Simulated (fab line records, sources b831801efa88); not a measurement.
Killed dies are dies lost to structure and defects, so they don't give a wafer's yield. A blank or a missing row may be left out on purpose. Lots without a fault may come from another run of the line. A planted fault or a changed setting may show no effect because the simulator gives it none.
Which tool did it? | flow gf180mcu | 12 lots, 36 wafers sampled, at 2 steps of a route of 602

WHAT THE GAUGES READ, wafer by wafer
GF_MIM_THK_MEAS_06. Usual: MIM_CVD_05_THK 42.1 nm, standard deviation 0.53.
lot  | measured     | on            | MIM_CVD_05_THK (nm) | flag
L473 | day 25 04:00 | film_metro-02 | 42.0 41.0 42.7      |
L474 | day 25 16:52 | film_metro-02 | 41.9 42.5 42.5      |
L475 | day 25 21:58 | film_metro-04 | 42.9 42.7 42.4      |
L477 | day 26 00:09 | film_metro-02 | 41.9 42.1 42.4      |
L479 | day 26 13:40 | film_metro-01 | 41.8 41.9 41.6      |
L478 | day 26 17:04 | film_metro-04 | 42.0 42.4 42.9      |
L482 | day 27 12:30 | film_metro-04 | 42.6 43.1 43.5      |
L488 | day 29 07:08 | film_metro-04 | 41.2 42.0 42.0      |
L491 | day 30 02:15 | film_metro-01 | 42.2 43.0 43.4      |
L494 | day 30 17:20 | film_metro-01 | 41.3 41.9 42.0      |
L495 | day 31 00:49 | film_metro-01 | 41.7 41.6 42.5      |
L496 | day 31 03:43 | film_metro-04 | 42.2 42.1 42.3      |

WHICH TOOL RAN EACH LOT (tool, then ch and the chambers of the sampled wafers, then the start)
lot  | GF_V4_SPUTTER_22
L473 | pvd_sputter-01, day 25 03:07
L474 | pvd_sputter-04, day 25 15:57
L475 | pvd_sputter-04, day 25 21:04
L477 | pvd_sputter-03, day 25 23:16
L479 | pvd_sputter-04, day 26 12:46
L478 | pvd_sputter-04, day 26 16:10
L482 | pvd_sputter-04, day 27 11:37
L488 | pvd_sputter-04, day 29 06:13
L491 | pvd_sputter-01, day 30 01:13
L494 | pvd_sputter-03, day 30 16:26
L495 | pvd_sputter-04, day 30 23:55
L496 | pvd_sputter-01, day 31 02:50
- GF_V4_SPUTTER_22: material TiN, target thk 10 nm, time 40 s.

WHAT THE TOOLS THEMSELVES READ (means of the sampled wafers that have a number; where no wafer has one, the mark that the record gives instead)
GF_V4_SPUTTER_22. Usual: throttle_valve_pct 30.1 %, standard deviation 1.2.
lot  | tool           | throttle_valve_pct (%) | flag
L473 | pvd_sputter-01 | 29.5                   |
L474 | pvd_sputter-04 | 31.0                   |
L475 | pvd_sputter-04 | 30.4                   |
L477 | pvd_sputter-03 | 29.1                   |
L479 | pvd_sputter-04 | 30.8                   |
L478 | pvd_sputter-04 | 30.8                   |
L482 | pvd_sputter-04 | 30.5                   |
L488 | pvd_sputter-04 | 30.7                   |
L491 | pvd_sputter-01 | 29.0                   |
L494 | pvd_sputter-03 | 28.8                   |
L495 | pvd_sputter-04 | 30.7                   |
L496 | pvd_sputter-01 | 30.0                   |

THE ANSWER, worked out from the rows above alone
Rule: a lot is off if the mean of its wafers that have a number lies more than 3 standard deviations from the usual mean. A lot without any number at a reading at which 4 lots or more have one is off too. The other lots that the step has rows for count as sound. The gauges are gone through in route order, then the tools' own readings, and for those a lot's mean is taken as printed above. The first step at which some lot is off is used, and at that step the reading that is off furthest; a lot without a number counts as furthest.
No lot is off at any reading shown: from this, nothing can be told.

WHAT THE SIMULATOR HAD PUT IN
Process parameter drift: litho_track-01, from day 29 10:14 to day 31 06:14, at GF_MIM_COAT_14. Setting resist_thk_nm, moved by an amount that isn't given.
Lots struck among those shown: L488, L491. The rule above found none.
